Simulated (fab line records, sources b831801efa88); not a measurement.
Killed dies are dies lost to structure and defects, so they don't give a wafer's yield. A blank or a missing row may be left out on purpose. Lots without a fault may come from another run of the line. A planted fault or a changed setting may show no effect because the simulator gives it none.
A struck lot beside a sound one | flow sky130 | 15 steps out of a route of 708
Sound: wafers L683.1, L683.2, L683.6. Struck: wafers L691.2, L691.6. (L691.4 of the same lot was not struck and is left out.) The cause comes at the end.
At each step with rows: each side's tool, then ch and its chambers, then its first start. Under that, the readings that differ: sound wafers | struck wafers | difference of the means | sigmas: that difference in standard deviations of wafers without a fault.
alike: readings whose means differ by less than 2 such deviations, and words and numbers that are the same on both sides. not compared: withheld readings, readings that some wafer has no value for, bounds like >300 that may hide the same value, and numbers for which the record gives no deviation and whose values overlap.
The two part at a step that has a row with sigmas, a row that says differs or no value, or rows on one side only. Numbers that don't overlap but have no deviation are shown without sigmas and don't part them. A reading that every wafer of one side lacks parts them only if that side has two wafers or more.

first, 1 step without rows for these wafers: SKY_VIA3_ETCH_14 (etches BARC in N2/H2, stops on SiO2, time 45.9 s, target depth 60 nm).
SKY_VIA3_ETCH_15: etches SiO2 in C4F8/O2/Ar, stops on TiN, target depth 507 nm, time 78 s.
  sound on rie_diel-01 ch 0,1,3, day 41 11:43; struck on rie_diel-01 ch 2,3, day 43 15:19
  alike: oes_product_au
  not compared: rf_hours_counter_h
then, 4 steps without rows for these wafers: SKY_VIA3_STRIP_16 (strips in O2/N2); SKY_VIA3_STRIP_17 (strips in post etch residue remover, time 1200 s); SKY_VIA3_CLEAN_18 (cleans in IPA, time 180 s); SKY_VIA3_CLEAN_19 (cleans in O3/DIW).
SKY_VIA3_SPUTTER_20: material TiN, target thk 20 nm, time 80 s.
  sound on pvd_sputter-02, day 41 12:22; struck on pvd_sputter-04, day 43 15:58
  alike: throttle_valve_pct
SKY_VIA3_CVD_21: deposits W, target thk 390 nm, time 117.31 s.
  sound on cvd_w-02 ch 0,1, day 41 12:26; struck on cvd_w-02 ch 0,1, day 43 16:02
  alike: heater_power_w
SKY_VIA3_RS_MEAS_22: measures by four-point-probe.
  sound on film_metro-02, day 41 12:33; struck on film_metro-01, day 43 16:10
  alike: VIA3_W_RS
SKY_VIA3_THK_MEAS_23: measures by xrf.
  sound on film_metro-02, day 41 12:40; struck on film_metro-01, day 43 16:17
  alike: VIA3_W_THK
SKY_VIA3_CMP_24: polishes, stops on SiO2, t overpolish 20 s, target thk 0 nm.
  sound on cmp-01 ch 0,1,2, day 41 12:44; struck on cmp-01 ch 1,2, day 43 16:20
  alike: motor_current_A, overpolish_run_s, retaining_ring_pressure_frac, time_to_endpoint_s
SKY_METAL4_SPUTTER_00: material Ti, target thk 15 nm, time 10 s.
  sound on pvd_sputter-01, day 41 13:02; struck on pvd_sputter-02, day 43 16:38
  alike: throttle_valve_pct
SKY_METAL4_SPUTTER_01: material TiN, target thk 20 nm, time 16.7 s.
  sound on pvd_sputter-01, day 41 13:03; struck on pvd_sputter-02, day 43 16:40
  reading                                    | sound            | struck     | difference | sigmas
  model.TiN_of_METAL4_SPUTTER_01.thk_nm (nm) | 19.8 20.09 20.13 | 37.95 37.7 | +17.82     |
  alike: throttle_valve_pct
then, 1 step without rows for these wafers: SKY_METAL4_SPUTTER_02 (material AlCu, target thk 735 nm, time 39.1 s).
SKY_PAD_OPEN_PROBE_99:
  the record has rows for the sound wafers here (prober-02, day 47 08:08) and none for the struck ones

WHERE THEY PART
Only at SKY_PAD_OPEN_PROBE_99, within this record.

WHY: what the simulator had put in
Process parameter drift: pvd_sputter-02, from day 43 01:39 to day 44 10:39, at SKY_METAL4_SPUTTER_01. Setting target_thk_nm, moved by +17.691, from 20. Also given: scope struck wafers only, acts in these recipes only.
